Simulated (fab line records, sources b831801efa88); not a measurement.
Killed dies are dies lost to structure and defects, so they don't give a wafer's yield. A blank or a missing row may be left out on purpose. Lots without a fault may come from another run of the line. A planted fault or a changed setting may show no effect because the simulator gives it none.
Which tool did it? | flow sfq_line | 15 lots, 45 wafers sampled, at 1 step of a route of 325

WHAT THE GAUGES READ, wafer by wafer
The record holds no reading of a measuring or inspecting step that can be judged against a usual standard deviation.

WHICH TOOL RAN EACH LOT (tool, then ch and the chambers of the sampled wafers, then the start)
lot  | SFQ_TRILAYER_I2_VIA_BARC_OPEN_VIA_ETCH_096
L463 | rie_diel-01 ch 2,3, day 21 09:41
L464 | rie_diel-04 ch 0,1, day 21 19:17
L465 | rie_diel-01 ch 0,1,2, day 22 12:05
L466 | rie_diel-02 ch 0,3, day 22 21:41
L467 | rie_diel-02 ch 2,3, day 23 01:17
L472 | rie_diel-04 ch 1,2,3, day 26 01:00
L473 | rie_diel-04 ch 1,3, day 26 19:00
L474 | rie_diel-04 ch 1,2,3, day 26 23:49
L480 | rie_diel-02 ch 2,3, day 29 01:14
L481 | rie_diel-01 ch 0,3, day 29 09:44
L482 | rie_diel-02 ch 0,2, day 29 16:56
L483 | rie_diel-02 ch 0,1,3, day 29 21:44
L484 | rie_diel-01 ch 1,2,3, day 30 06:08
L485 | rie_diel-04 ch 2,3, day 30 08:32
L486 | rie_diel-04 ch 0,1,3, day 31 04:44
- SFQ_TRILAYER_I2_VIA_BARC_OPEN_VIA_ETCH_096: etches BARC in O2, target depth 125 nm, time 41.7 s.

WHAT THE TOOLS THEMSELVES READ (means of the sampled wafers that have a number; where no wafer has one, the mark that the record gives instead)
SFQ_TRILAYER_I2_VIA_BARC_OPEN_VIA_ETCH_096.
lot  | tool        | chamber_pressure_mTorr (mTorr) | drypump_motor_current_A (A) | oes_product_au (a.u.)
L463 | rie_diel-01 | 29.997                         | 5.8                         | 0.685
L464 | rie_diel-04 | 29.976                         | 5.1                         | 0.678
L465 | rie_diel-01 | 30.019                         | 5.6                         | 0.690
L466 | rie_diel-02 | 29.981                         | 5.4                         | 0.690
L467 | rie_diel-02 | 29.996                         | 5.6                         | 0.683
L472 | rie_diel-04 | 35.988                         | 5.6                         | 0.683
L473 | rie_diel-04 | 36.008                         | 5.5                         | 0.681
L474 | rie_diel-04 | 35.997                         | 5.6                         | 0.683
L480 | rie_diel-02 | 29.986                         | 5.6                         | 0.687
L481 | rie_diel-01 | 29.997                         | 5.4                         | 0.684
L482 | rie_diel-02 | 29.997                         | 6.1                         | 0.680
L483 | rie_diel-02 | 29.996                         | 5.5                         | 0.684
L484 | rie_diel-01 | 30.013                         | 5.9                         | 0.687
L485 | rie_diel-04 | 29.967                         | 5.9                         | 0.685
L486 | rie_diel-04 | 29.989                         | 5.3                         | 0.690

THE ANSWER, worked out from the rows above alone
Rule: what is usual is taken from the lots themselves. Put in order of their means at a reading, lots are off if they are a third of the lots or fewer, leave a main group of 4 or more, and stand apart from it by a gap of 3 or more times the standard deviation of the main group's means; of several such gaps the widest counts. A main group whose means are all the same, to the digits that the tables above print for the reading, isn't used. A lot without any number at a reading at which 4 lots or more have one is off too. The other lots that the step has rows for count as sound. The gauges are gone through in route order, then the tools' own readings, and for those a lot's mean is taken as printed above. The first step at which some lot is off is used, and at that step the reading that is off furthest; a lot without a number counts as furthest.
Off: L472, L473, L474, at SFQ_TRILAYER_I2_VIA_BARC_OPEN_VIA_ETCH_096 (chamber_pressure_mTorr). The main group: mean 29.993 mTorr, standard deviation 0.014.
A tool fits if, at that step or a process step before it, it ran every lot that is off, and no sound lot after the first of them. None of those tried fits.

WHAT THE SIMULATOR HAD PUT IN
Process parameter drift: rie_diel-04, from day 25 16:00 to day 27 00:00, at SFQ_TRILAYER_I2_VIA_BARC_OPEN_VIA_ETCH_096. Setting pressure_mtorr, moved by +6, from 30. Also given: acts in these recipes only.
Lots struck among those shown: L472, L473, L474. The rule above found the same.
